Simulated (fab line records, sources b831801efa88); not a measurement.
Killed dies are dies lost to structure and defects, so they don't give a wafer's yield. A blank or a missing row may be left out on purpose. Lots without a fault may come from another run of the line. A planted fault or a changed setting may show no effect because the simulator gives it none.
A struck lot beside a sound one | flow gf180mcu | 18 steps out of a route of 602
Sound: wafers L414.2, L414.4, L414.6. Struck: wafers L426.3, L426.4, L426.6. The cause comes at the end.
At each step with rows: each side's tool, then ch and its chambers, then its first start. Under that, the readings that differ: sound wafers | struck wafers | difference of the means | sigmas: that difference in standard deviations of wafers without a fault.
alike: readings whose means differ by less than 2 such deviations, and words and numbers that are the same on both sides. not compared: withheld readings, readings that some wafer has no value for, bounds like >300 that may hide the same value, and numbers for which the record gives no deviation and whose values overlap.
The two part at a step that has a row with sigmas, a row that says differs or no value, or rows on one side only. Numbers that don't overlap but have no deviation are shown without sigmas and don't part them. A reading that every wafer of one side lacks parts them only if that side has two wafers or more.

first, 3 steps without rows for these wafers: GF_HV_LDD_EXPOSE_16 (exposes mask Pplus LV AREA, target cd 400 nm); GF_HV_LDD_PEB_17; GF_HV_LDD_DEVELOP_18 (develop time 60 s).
GF_HV_LDD_CD_MEAS_19: target cd 400 nm.
  sound on cd_sem-02, day 10 23:36; struck on cd_sem-02, day 14 16:10
  alike: cd_nm
GF_HV_LDD_OVL_MEAS_20:
  sound on overlay-02, day 10 23:43; struck on overlay-02, day 14 16:16
  alike: HV_LDD_01_OVL
then, 1 step without rows for these wafers: GF_HV_LDD_IMPLANT_21.
GF_HV_LDD_STRIP_22: strips in O2/N2.
  sound on plasma_asher-04 ch 0,1, day 10 23:53; struck on plasma_asher-02 ch 0,1, day 14 16:28
  alike: drypump_motor_current_A, heater_power_w, oes_product_au, platen_temp_c, strip_time_to_endpoint_s
  not compared: rf_hours_counter_h
GF_HV_LDD_TW_MEAS_23:
  sound on film_metro-04, day 11 00:00; struck on film_metro-04, day 14 16:34
  alike: HV_LDD_2_TW
then, 4 steps without rows for these wafers: GF_HV_LDD_DEHYDRATE_24 (time 60 s); GF_HV_LDD_HMDS_25 (prime time 60 s); GF_HV_LDD_COAT_26 (resist thk 1000 nm); GF_HV_LDD_SOFTBAKE_27 (time 60 s).
GF_HV_LDD_EXPOSE_28: exposes mask Nplus HV AREA, target cd 400 nm.
  sound on iline_stepper-01 ch 0, day 11 09:41; struck on iline_stepper-02 ch 0, day 15 02:52
  reading              | sound                | struck               | difference | sigmas
  exposure_dose_mJ_cm2 | 139.83 139.99 140.11 | 112.45 112.26 112.39 | -27.61     | -99 or more
  alike: mask
then, 2 steps without rows for these wafers: GF_HV_LDD_PEB_29; GF_HV_LDD_DEVELOP_30 (develop time 60 s).
GF_HV_LDD_CD_MEAS_31: target cd 400 nm.
  sound on cd_sem-02, day 11 19:11; struck on cd_sem-01, day 15 12:27
  reading    | sound             | struck            | difference | sigmas
  cd_nm (nm) | 403.1 403.0 404.9 | 339.0 336.7 337.0 | -66.1      | -33
GF_HV_LDD_OVL_MEAS_32:
  sound on overlay-01, day 11 19:17; struck on overlay-01, day 15 12:33
  alike: HV_LDD_02_OVL
-- the record jumps here: 17 days lie between the struck wafers' starts before and after (it left off in module HV_LDD and takes up again in module PASSIVATION, whose first step shown is number 602 of the route) --
GF_PASSIVATION_PROBE_99:
  the record has rows for the struck wafers here (prober-01, day 32 11:46) and none for the sound ones

WHERE THEY PART
First at GF_HV_LDD_EXPOSE_28; last, within this record, at GF_PASSIVATION_PROBE_99.

WHY: what the simulator had put in
Process parameter drift: iline_stepper-02, from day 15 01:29 on, at GF_HV_LDD_EXPOSE_28. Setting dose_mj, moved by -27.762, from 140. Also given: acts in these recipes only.
